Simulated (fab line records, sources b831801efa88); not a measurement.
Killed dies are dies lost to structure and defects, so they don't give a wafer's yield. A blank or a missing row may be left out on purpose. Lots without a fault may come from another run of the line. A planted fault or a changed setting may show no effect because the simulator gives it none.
One fault seen from 2 desks | flow sky130 | each desk has only its own numbers; what lay behind them comes last

THE TOOL OWNER'S DESK: litho_track-01
The tool's own readings at SKY_VIA4_DEVELOP_10 (develop time 60 s): means of the sampled wafers that have a number, for each lot that ran on this tool. A lot is out of limits, marked OUT, if its mean lies more than 4 standard deviations from the usual mean; the brackets give that distance.
Columns: A = developer_temp_C at SKY_VIA4_DEVELOP_10, usual 23.00 C
lot  | first seen here | A
L139 | day 45 00:32    | 23.01
L145 | day 45 21:02    | 25.28 (+23) OUT
L144 | day 46 00:04    | 25.13 (+22) OUT
L147 | day 46 12:14    | 25.37 (+24) OUT
This desk's finding: out of limits on L144, L145, L147; first on L145, day 45 21:02 (developer_temp_C at SKY_VIA4_DEVELOP_10). In limits: L139.

THE METROLOGY DESK
What the gauges read, lot by lot, whatever tool the lot ran on: means of the sampled wafers that have a number. A lot is out of limits, marked OUT, if its mean lies more than 4 standard deviations from the usual mean; the brackets give that distance.
Columns: A = VIA4_HDPCVD_THK at SKY_VIA4_THK_MEAS_01, usual 1755 nm; B = VIA4_BOW at SKY_VIA4_BOW_MEAS_03, usual 78 um; C = VIA4_OVL at SKY_VIA4_OVL_MEAS_11, usual -0.4 nm
lot  | first seen here | A    | B  | C
L135 | day 43 06:50    | 1740 | 90 | -0.8
L139 | day 44 02:34    | 1766 | 86 | -0.4
L145 | day 45 00:10    | 1723 | 67 | 1.7
L144 | day 45 03:03    | 1745 | 76 | -1.2
L147 | day 45 15:08    | 1753 | 73 | -1.5
L155 | day 47 19:13    | 1750 | 83 | -0.9
L156 | day 47 20:53    | 1759 | 90 | -1.0
This desk's finding: nothing out of limits on any of the 7 lots.

PUT TOGETHER
The tool owner's desk could have raised an alarm at day 45 21:02, on L144, L145, L147.
The metrology desk saw nothing out of limits.
The metrology desk has L144, L145, L147 on record, within its limits.
Of the lots named, all ran SKY_VIA4_DEVELOP_10 on litho_track-01.

WHAT THE SIMULATOR HAD PUT IN
Process parameter drift: litho_track-01, from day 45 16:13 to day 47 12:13, at SKY_VIA4_DEVELOP_10. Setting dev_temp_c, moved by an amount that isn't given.
Lots struck among those shown: L144, L145, L147.
Hours from the fault's start to each desk's first reading out of limits: the tool owner's desk, 5.
